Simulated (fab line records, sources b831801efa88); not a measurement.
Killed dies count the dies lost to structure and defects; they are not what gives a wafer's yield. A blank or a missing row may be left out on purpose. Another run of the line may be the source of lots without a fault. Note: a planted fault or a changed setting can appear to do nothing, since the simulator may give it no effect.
Chamber matching :: flow sky130 :: cmp-01 running SKY_LI_CONTACT_CMP_02: 4 sister chambers
The step polishes PSG. 4 wafers are shown with their chamber, then 9 later ones without.

== WAFERS PAIRED WITH THEIR CHAMBERS ==
wafer: L210.6
chamber: 3
motor_current_A (A): 13.9

wafer: L211.5
chamber: 2
motor_current_A (A): 12.1

wafer: L219.1
chamber: 0
motor_current_A (A): 12.7

wafer: L219.6
chamber: 1
motor_current_A (A): 12.4

== WAFERS WITHOUT THEIR CHAMBER ==
wafer: L222.3
motor_current_A (A): 11.0

wafer: L222.5
motor_current_A (A): 11.8

wafer: L222.6
motor_current_A (A): 12.9

wafer: L224.1
motor_current_A (A): 14.1

wafer: L224.3
motor_current_A (A): 11.7

wafer: L224.6
motor_current_A (A): 13.7

wafer: L225.2
motor_current_A (A): 12.3

wafer: L225.3
motor_current_A (A): 12.3

wafer: L225.4
motor_current_A (A): 13.0

== WHICH CHAMBER EACH WENT THROUGH ==
wafer: L222.3
from the rows above: can't be placed: 2 or 1 or 0
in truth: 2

wafer: L222.5
from the rows above: can't be placed: 2 or 1 or 0
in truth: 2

wafer: L222.6
from the rows above: can't be placed: 0 or 1 or 2 or 3
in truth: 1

wafer: L224.1
from the rows above: 3
in truth: 3

wafer: L224.3
from the rows above: can't be placed: 2 or 1 or 0
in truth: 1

wafer: L224.6
from the rows above: can't be placed: 3 or 0
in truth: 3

wafer: L225.2
from the rows above: can't be placed: 1 or 2 or 0
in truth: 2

wafer: L225.3
from the rows above: can't be placed: 1 or 2 or 0
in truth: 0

wafer: L225.4
from the rows above: can't be placed: 0 or 1 or 2 or 3
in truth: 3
Correct placement for 1 of the 9. These rows do not allow placing 8 (true chamber among the candidates in 8). 0 placed wrongly.
How it was worked out, from the rows above alone: a wafer's distance from a chamber is the root of the sum, over the readings, of the square of ((its reading less the chamber's mean) divided by the reading's scatter). If the next closest chamber is less than 2 further off than the closest, the wafer can't be placed; otherwise it belongs to the closest. The mean given for a chamber averages the wafers shown for that chamber. The scatter: with one shown wafer a chamber, the root of the mean of the squares of how far each hidden wafer lies from its nearest shown one.
